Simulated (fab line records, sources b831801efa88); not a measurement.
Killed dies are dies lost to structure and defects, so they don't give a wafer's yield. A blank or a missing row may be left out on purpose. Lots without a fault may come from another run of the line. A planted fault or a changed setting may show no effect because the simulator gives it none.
fab line records | flow sfq_line
record lots=5 wafers=15 last_day=86
route steps=325 shown I7@304 M8@311
lots that met no fault: from a run of the same line without faults
start_h: hours from the record's first day to the start of the lot's first wafer shown | wait_h: hours since the lot's step before | " the same as in the row above | L1.1+2: a row that stands for several wafers | - no value, or no start given | * or withheld: withheld | < > ~ a bound
route shown NAME@n: a module of which the file shows steps, and the number in the route of the first | usual: mean/standard deviation of fault-free wafers | same: alike in all rows | chamber/n: place in a boat | sites: the reading at each site | _std_site: their standard deviation | _edge_site: outer sites' mean less inner sites' | radius_mm: how far each site lies from the wafer's centre | mask NAME#n: copy n | behind: the tool/chamber that last shaped the wafer | hold: why the lot was held/for how many hours/how that ended | device: the transistor (n, p or np) that didn't switch | end of line: the same wafers' tests at the end of the route | a step without rows: its recipe alone | killed: dies lost to structure and defects at the first sort, not the wafer's yield | map: a wafer's dies, x killed, . not, _ none there
set.NAME: the setting as run; set.NAME@STEP: as run at that earlier step | model.NAME: the simulator's own value behind a step, which no gauge read
lots at some steps of the route; a table a step, a row a wafer
services: from which hour (start_h, from the record's first day; less than 0 if before it) a tool's chamber was out of use, for how many hours, and why
## steps
# step SFQ_TRILAYER_I7_VIA_LITHO_PEB_190
# recipe peb_temp_c=115 peb_time_s=60 resist=KrF
# usual chill_plate_temp_C=22.96/0.1 heater_power_total_W=79.15/0.07
# columns lot.wafer tool chamber start_h wait_h chill_plate_temp_C heater_power_total_W
L076.3 litho_track-02 0 1757.65 0.7 22.96 78.99
L076.5 " 0 " " 23.02 79.11
L076.6 " 0 " " 23.01 79.19
L083.4 litho_track-01 0 1919.07 0.5 22.81 79.20
L083.5 " 0 " " 22.90 79.21
L083.6 " 0 " " 22.84 79.11
L089.1 litho_track-02 0 1949.00 1.0 22.94 79.21
L089.3 " 0 " " 22.87 79.14
L089.5 " 0 " " 23.09 79.17
L094.3 litho_track-04 0 1971.85 0.7 23.09 79.20
L094.4 " 0 " " 23.26 79.04
L094.6 " 0 " " 23.22 79.08
L097.1 litho_track-02 0 - - 22.98 79.23
L097.4 " 0 " " 22.93 79.25
L097.5 " 0 " " 23.01 79.17
# step SFQ_TRILAYER_I7_VIA_LITHO_DEVELOP_189
# recipe time_s=60 resist=KrF
# usual chill_plate_temp_C=23.01/0.11
# columns lot.wafer tool chamber start_h wait_h chill_plate_temp_C
L076.3 litho_track-02 0 1757.80 0.1 22.87
L076.5 " 0 " " 23.02
L076.6 " 0 " " 23.04
L083.4 litho_track-01 0 1919.22 0.1 22.92
L083.5 " 0 " " 22.88
L083.6 " 0 " " 23.01
L089.1 litho_track-02 0 1949.15 0.1 23.09
L089.3 " 0 " " 22.97
L089.5 " 0 " " 22.95
L094.3 litho_track-04 0 1972.00 0.1 23.11
L094.4 " 0 " " 23.15
L094.6 " 0 " " 23.16
L097.1 litho_track-02 0 1981.92 0.1 23.19
L097.4 " 0 " " 23.13
L097.5 " 0 " " 23.31
# step SFQ_I7_OVL_MEAS_947
# usual I7_OVL=-2/4.8
# columns lot.wafer tool chamber start_h wait_h I7_OVL[nm]
L076.3 overlay-02 - 1757.91 0.1 -2
L076.5 " - " " 6
L076.6 " - " " 3
L083.4 overlay-01 - 1919.31 0.1 -3
L083.5 " - " " -1
L083.6 " - " " 3
L089.1 overlay-01 - 1949.30 0.1 2
L089.3 " - " " -3
L089.5 " - " " -2
L094.3 overlay-01 - 1972.11 0.1 -10
L094.4 " - " " -9
L094.6 " - " " 2
L097.1 overlay-02 - 1982.07 0.1 -2
L097.4 " - " " 4
L097.5 " - " " 5
# step SFQ_TRILAYER_I7_VIA_BARC_OPEN_VIA_ETCH_260
# recipe mask_material=PR chemistry=O2 target_depth_nm=125 target=BARC source_w=500 bias_w=80 pressure_mtorr=30 time_s=41.7
# usual drypump_motor_current_A=5.5/0.4 oes_product_au=0.684/0.005
# columns lot.wafer tool chamber start_h wait_h drypump_motor_current_A oes_product_au rf_hours_counter_h
L076.3 rie_diel-04 0 1757.94 0.0 5.8 0.676 17
L076.5 " 3 " " 5.4 0.689 -
L076.6 " 2 " " 5.2 0.686 -
L083.4 rie_diel-03 1 1919.33 0.0 4.8 0.684 12
L083.5 " 2 " " 6.1 0.683 -
L083.6 " 3 " " 5.1 0.682 -
L089.1 rie_diel-02 1 1949.34 0.0 5.8 0.683 3
L089.3 " 3 " " 5.8 0.689 5
L089.5 " 1 " " 5.7 0.693 -
L094.3 rie_diel-02 0 1972.14 0.0 5.5 0.674 6
L094.4 " 2 " " 5.6 0.690 1
L094.6 " 1 " " 5.8 0.685 -
L097.1 rie_diel-04 2 1982.10 0.0 5.2 0.679 5
L097.4 " 1 " " 5.9 0.679 -
L097.5 " 2 " " 5.2 0.689 -
# step SFQ_TRILAYER_I7_VIA_ETCH_VIA_ETCH_190
# recipe target=SiO2 stop_on=Nb mask_material=PR taper_deg=20 chemistry=CHF3 target_depth_nm=260 source_w=500 bias_w=80 pressure_mtorr=30 time_s=withheld
# usual drypump_motor_current_A=5.5/0.4 oes_product_au=0.854/0.0059
# columns lot.wafer tool chamber start_h wait_h drypump_motor_current_A oes_product_au
L076.3 rie_diel-04 0 1757.98 0.0 5.8 0.851
L076.5 " 3 " " 5.4 0.855
L076.6 " 2 " " 5.2 0.864
L083.4 rie_diel-03 1 1919.37 0.0 4.8 0.848
L083.5 " 2 " " 6.1 0.850
L083.6 " 3 " " 5.1 0.854
L089.1 rie_diel-02 1 1949.38 0.0 5.8 0.851
L089.3 " 3 " " 5.8 0.856
L089.5 " 1 " " 5.8 0.858
L094.3 rie_diel-02 0 1972.18 0.0 5.5 0.855
L094.4 " 2 " " 5.5 0.856
L094.6 " 1 " " 5.8 0.851
L097.1 rie_diel-04 2 1982.14 0.0 5.2 0.848
L097.4 " 1 " " 6.0 0.853
L097.5 " 2 " " 5.2 0.843
# step SFQ_TRILAYER_I7_VIA_STRIP_STRIP_191
# recipe gas=O2 power_w=200 platen_temp_c=40 overash_fraction=0.65 chemistry=O2 pressure_mtorr=50
# usual drypump_motor_current_A=6.1/0.41 oes_product_au=0.998/0.011
# columns lot.wafer tool chamber start_h wait_h drypump_motor_current_A oes_product_au rf_hours_counter_h
L076.3 rie_metal-03 0 1758.29 - 6.2 1.004 -
L076.5 " 0 " " 6.2 1.002 -
L076.6 " 1 " " 6.6 1.013 -
L083.4 rie_metal-03 1 1919.68 - 6.6 1.000 -
L083.5 " 1 " " 6.6 1.007 -
L083.6 " 0 " " 6.2 0.975 -
L089.1 rie_metal-03 0 1949.49 - 6.2 0.985 101
L089.3 " 0 " " 6.2 0.976 -
L089.5 " 1 " " 6.6 1.000 -
L094.3 rie_metal-03 0 1972.49 - 6.2 1.007 -
L094.4 " 1 " " 6.6 1.009 -
L094.6 " 0 " " 6.2 1.009 -
L097.1 rie_metal-03 0 1982.25 - 6.2 0.990 107
L097.4 " 1 " " 6.5 1.001 -
L097.5 " 0 " " 6.2 0.996 -
# step SFQ_TRILAYER_I7_VIA_STRIP_SOLV_CLEAN_192
# recipe chemistry=NMP temp_c=70 time_s=600
# columns lot.wafer tool chamber start_h wait_h
L076.3+5+6 wet_bench-02 3,2,1 1758.69 0.2
L083.4+5+6 wet_bench-03 6,7,5 1920.08 0.2
L089.1+3+5 wet_bench-02 7,4,2 1950.09 0.4
L094.3+4+6 wet_bench-02 0,4,7 1972.89 0.2
L097.1+4+5 wet_bench-04 0,7,1 1982.85 0.4
# step SFQ_TRILAYER_M8_LITHO_LOR_COAT_197
# recipe resist=lift-off spin_rpm=3000
# usual chill_plate_temp_C=23.00/0.11
# columns lot.wafer tool chamber start_h wait_h chill_plate_temp_C
L076.3 litho_track-01 0 1758.96 0.1 22.75
L076.5 " 0 " " 22.95
L076.6 " 0 " " 22.99
L083.4 litho_track-01 0 1920.40 0.1 23.00
L083.5 " 0 " " 23.08
L083.6 " 0 " " 22.89
L089.1 litho_track-03 0 1950.44 0.0 22.94
L089.3 " 0 " " 22.82
L089.5 " 0 " " 22.83
L094.3 litho_track-03 0 1973.17 0.1 23.05
L094.4 " 0 " " 22.84
L094.6 " 0 " " 22.87
L097.1 litho_track-02 0 1983.03 0.0 23.07
L097.4 " 0 " " 23.09
L097.5 " 0 " " 23.01
# step SFQ_TRILAYER_M8_LITHO_LOR_BAKE_198
# recipe resist=lift-off temp_c=withheld time_s=withheld
# usual chill_plate_temp_C=*
# columns lot.wafer tool chamber start_h wait_h chill_plate_temp_C
L076.3 litho_track-01 0 1759.35 0.3 *
L076.5 " 0 " " *
L076.6 " 0 " " *
L083.4 litho_track-01 0 1920.83 0.4 *
L083.5 " 0 " " *
L083.6 " 0 " " *
L089.1 litho_track-03 0 1950.74 0.2 *
L089.3 " 0 " " *
L089.5 " 0 " " *
L094.3 litho_track-03 0 1973.55 0.3 *
L094.4 " 0 " " *
L094.6 " 0 " " *
L097.1 litho_track-02 0 1983.33 0.2 *
L097.4 " 0 " " *
L097.5 " 0 " " *
# step SFQ_TRILAYER_M8_LITHO_COAT_193
# recipe resist=KrF spin_rpm=3000 resist_thk_nm=600
# usual chill_plate_temp_C=22.97/0.11
# columns lot.wafer tool chamber start_h wait_h chill_plate_temp_C
L076.3 litho_track-01 0 - - 22.81
L076.5 " 0 " " 22.96
L076.6 " 0 " " 22.76
L083.4 litho_track-01 0 - - 22.91
L083.5 " 0 " " 22.73
L083.6 " 0 " " 22.87
L089.1 litho_track-03 0 - - 22.94
L089.3 " 0 " " 23.04
L089.5 " 0 " " 22.95
L094.3 litho_track-03 0 - - 23.19
L094.4 " 0 " " 22.97
L094.6 " 0 " " 22.95
L097.1 litho_track-02 0 - - 22.82
L097.4 " 0 " " 23.02
L097.5 " 0 " " 22.87
# step SFQ_TRILAYER_M8_LITHO_SOFTBAKE_199
# recipe temp_c=withheld time_s=withheld resist=KrF
# usual chill_plate_temp_C=*
# columns lot.wafer tool chamber start_h wait_h chill_plate_temp_C
L076.3 litho_track-01 0 - - *
L076.5 " 0 " " *
L076.6 " 0 " " *
L083.4 litho_track-01 0 - - *
L083.5 " 0 " " *
L083.6 " 0 " " *
L089.1 litho_track-03 0 - - *
L089.3 " 0 " " *
L089.5 " 0 " " *
L094.3 litho_track-03 0 - - *
L094.4 " 0 " " *
L094.6 " 0 " " *
L097.1 litho_track-02 0 - - *
L097.4 " 0 " " *
L097.5 " 0 " " *
# step SFQ_TRILAYER_M8_LITHO_EXPOSE_194
# recipe mask_id=M8 na=0.6 source_shape=conventional sigma_outer=0.65 target_cd_nm=2000 dose_mj=14.4
# same sigma_outer=0.65
# columns lot.wafer tool chamber start_h wait_h mask
L076.3+5+6 krf_scanner-01 0 1830.20 - M8#0
L083.4+5+6 krf_scanner-01 0 1938.80 - M8#0
L089.1+3+5 krf_scanner-02 0 2020.01 - M8#0
L094.3+4+6 krf_scanner-01 0 2041.68 - M8#0
L097.1+4+5 krf_scanner-01 0 2052.08 - M8#0
# step SFQ_TRILAYER_M8_LITHO_PEB_196
# recipe peb_temp_c=115 peb_time_s=60 resist=KrF
# usual chill_plate_temp_C=22.99/0.12 heater_power_total_W=79.16/0.067
# columns lot.wafer tool chamber start_h wait_h chill_plate_temp_C heater_power_total_W
L076.3 litho_track-01 0 1831.05 0.7 22.90 79.06
L076.5 " 0 " " 23.01 79.00
L076.6 " 0 " " 23.21 79.13
L083.4 litho_track-03 0 1939.48 0.5 23.16 79.25
L083.5 " 0 " " 23.05 79.08
L083.6 " 0 " " 22.96 79.15
L089.1 litho_track-01 0 2021.21 1.0 22.83 79.04
L089.3 " 0 " " 23.01 79.19
L089.5 " 0 " " 22.95 79.15
L094.3 litho_track-01 0 2042.53 0.7 22.91 79.17
L094.4 " 0 " " 22.90 79.17
L094.6 " 0 " " 22.82 79.17
L097.1 litho_track-01 0 2053.28 1.0 22.74 79.22
L097.4 " 0 " " 22.76 79.29
L097.5 " 0 " " 22.91 79.22
# step SFQ_TRILAYER_M8_LITHO_DEVELOP_195
# recipe img_clear_s=15 time_s=55 resist=KrF
# usual chill_plate_temp_C=23.01/0.1
# columns lot.wafer tool chamber start_h wait_h chill_plate_temp_C
L076.3 litho_track-01 0 1831.19 0.1 22.87
L076.5 " 0 " " 23.10
L076.6 " 0 " " 23.09
L083.4 litho_track-03 0 1939.62 0.1 22.96
L083.5 " 0 " " 22.97
L083.6 " 0 " " 22.97
L089.1 litho_track-01 0 2021.36 0.1 23.15
L089.3 " 0 " " 23.10
L089.5 " 0 " " 23.18
L094.3 litho_track-01 0 2042.68 0.1 22.79
L094.4 " 0 " " 23.05
L094.6 " 0 " " 23.00
L097.1 litho_track-01 0 2053.43 0.1 22.98
L097.4 " 0 " " 22.99
L097.5 " 0 " " 22.84
# step SFQ_M8_OVL_MEAS_948
# usual M8_OVL=-1/5.6
# columns lot.wafer tool chamber start_h wait_h M8_OVL[nm]
L076.3 overlay-02 - 1831.30 0.1 9
L076.5 " - " " 6
L076.6 " - " " 11
L083.4 overlay-01 - 1939.71 0.1 3
L083.5 " - " " 8
L083.6 " - " " 2
L089.1 overlay-01 - 2021.50 0.1 -7
L089.3 " - " " -9
L089.5 " - " " -8
L094.3 overlay-01 - 2042.79 0.1 -3
L094.4 " - " " -5
L094.6 " - " " -1
L097.1 overlay-01 - 2053.58 0.1 0
L097.4 " - " " -3
L097.5 " - " " 0
# step SFQ_TRILAYER_M8_DEP_EVAP_197
# recipe material=Ti angular_spread_deg=1 target_thk_nm=20 time_s=100 power_w=2000
# columns lot.wafer tool chamber start_h wait_h
L076.3+5+6 pvd_sputter-01 - 1831.32 0.0
L083.4+5+6 pvd_sputter-02 - 1939.73 0.0
L089.1+3+5 pvd_sputter-02 - 2021.53 0.0
L094.3+4+6 pvd_sputter-01 - 2042.81 0.0
L097.1+4+5 pvd_sputter-02 - 2053.61 0.0
# step SFQ_TRILAYER_M8_DEP_EVAP_198
# recipe material=Pt angular_spread_deg=1 target_thk_nm=50 time_s=250 power_w=2000
# columns lot.wafer tool chamber start_h wait_h
L076.3+5+6 pvd_sputter-01 - 1831.40 0.0
L083.4+5+6 pvd_sputter-02 - 1939.80 0.0
L089.1+3+5 pvd_sputter-02 - 2021.61 0.0
L094.3+4+6 pvd_sputter-01 - 2042.88 0.0
L097.1+4+5 pvd_sputter-02 - 2053.68 0.0
# step SFQ_TRILAYER_M8_DEP_EVAP_196
# recipe material=Au angular_spread_deg=1 target_thk_nm=180 time_s=900 power_w=2000
# columns lot.wafer tool chamber start_h wait_h
L076.3+5+6 pvd_sputter-01 - 1831.55 0.1
L083.4+5+6 pvd_sputter-02 - 1939.96 0.1
L089.1+3+5 pvd_sputter-02 - 2021.76 0.1
L094.3+4+6 pvd_sputter-01 - 2043.04 0.1
L097.1+4+5 pvd_sputter-02 - 2053.84 0.1
# step SFQ_M8_RS_MEAS_949
# recipe thk_meas_gauge=four-point-probe reads=Au_of_TRILAYER_M8_DEP_EVAP_196+Pt_of_TRILAYER_M8_DEP_EVAP_198+Ti_of_TRILAYER_M8_DEP_EVAP_197
# usual M8_AU_RS=0.1536/0.002
# columns lot.wafer tool chamber start_h wait_h M8_AU_RS[ohm/sq]
L076.3 film_metro-04 - 1832.11 0.3 0.1499
L076.5 " - " " 0.1542
L076.6 " - " " 0.1493
L083.4 film_metro-02 - 1940.53 0.3 0.1546
L083.5 " - " " 0.1530
L083.6 " - " " 0.1564
L089.1 film_metro-02 - 2022.28 0.3 0.1517
L089.3 " - " " 0.1521
L089.5 " - " " 0.1522
L094.3 film_metro-01 - 2043.60 0.3 0.1535
L094.4 " - " " 0.1542
L094.6 " - " " 0.1544
L097.1 film_metro-02 - 2054.36 0.3 0.1504
L097.4 " - " " 0.1517
L097.5 " - " " 0.1511
# step SFQ_M8_THK_MEAS_950
# recipe thk_meas_gauge=xrf reads=Au_of_TRILAYER_M8_DEP_EVAP_196
# usual M8_AU_THK=180.6/2.2
# columns lot.wafer tool chamber start_h wait_h M8_AU_THK[nm]
L076.3 film_metro-04 - 1832.21 0.1 184.0
L076.5 " - " " 179.0
L076.6 " - " " 184.7
L083.4 film_metro-02 - 1940.62 0.1 178.8
L083.5 " - " " 181.1
L083.6 " - " " 176.8
L089.1 film_metro-02 - 2022.40 0.1 182.1
L089.3 " - " " 181.8
L089.5 " - " " 182.0
L094.3 film_metro-01 - 2043.70 0.1 182.0
L094.4 " - " " 180.7
L094.6 " - " " 180.1
L097.1 film_metro-02 - 2054.48 0.1 183.4
L097.4 " - " " 181.7
L097.5 " - " " 183.5
# step SFQ_TRILAYER_M8_LIFTOFF_LIFTOFF_197
# recipe temp_c=80 time_s=600 chemistry=NMP
# columns lot.wafer tool chamber start_h wait_h
L076.3+5+6 wet_bench-02 4,1,0 1832.25 0.0
L083.4+5+6 wet_bench-01 1,0,7 1940.65 0.0
L089.1+3+5 wet_bench-03 6,1,0 2022.46 0.1
L094.3+4+6 wet_bench-02 2,5,3 2043.74 0.0
L097.1+4+5 wet_bench-02 6,1,5 2054.54 0.1
# step SFQ_M8_BOW_MEAS_951
# recipe mode=bow
# usual M8_BOW=5/11
# columns lot.wafer tool chamber start_h wait_h M8_BOW[um]
L076.3 film_metro-04 - 1832.46 0.0 -2
L076.5 " - " " -4
L076.6 " - " " -6
L083.4 film_metro-04 - 1940.89 0.1 23
L083.5 " - " " 23
L083.6 " - " " 21
L089.1 film_metro-01 - 2022.63 0.0 12
L089.3 " - " " 8
L089.5 " - " " 14
L094.3 film_metro-04 - 2043.95 0.0 29
L094.4 " - " " 39
L094.6 " - " " 26
L097.1 film_metro-01 - 2054.71 0.0 -1
L097.4 " - " " -2
L097.5 " - " " 0
## services
# columns tool chamber start_h hours kind
krf_scanner-01 - 1735.87 4.0 pm
krf_scanner-01 - 1739.90 72.0 pm
pvd_sputter-02 - 1743.03 1.1 repair
rie_diel-02 0 1765.32 19.4 repair
rie_diel-04 1 1785.80 2.3 repair
rie_diel-04 - 1800.47 0.9 repair
krf_scanner-01 - 1811.90 1.3 pm
krf_scanner-01 - 1816.80 1.0 pm
rie_diel-04 2 1833.23 2.7 repair
rie_diel-02 3 1854.15 6.6 repair
pvd_sputter-01 - 1860.87 6.4 repair
pvd_sputter-02 - 1880.99 1.8 repair
rie_diel-02 0 1886.45 10.3 repair
krf_scanner-01 - 1889.40 0.8 pm
krf_scanner-01 - 1890.50 0.5 repair
rie_diel-02 1 1898.48 3.1 repair
rie_diel-04 0 1900.90 2.4 repair
rie_diel-04 2 1906.62 4.0 repair
pvd_sputter-01 - 1907.84 6.1 repair
krf_scanner-01 - 1922.50 7.2 pm
krf_scanner-01 - 1935.70 1.3 pm
wet_bench-02 - 1959.31 2.3 repair
pvd_sputter-01 - 1960.58 2.6 repair
rie_diel-02 1 1963.24 2.7 repair
## key
fault none
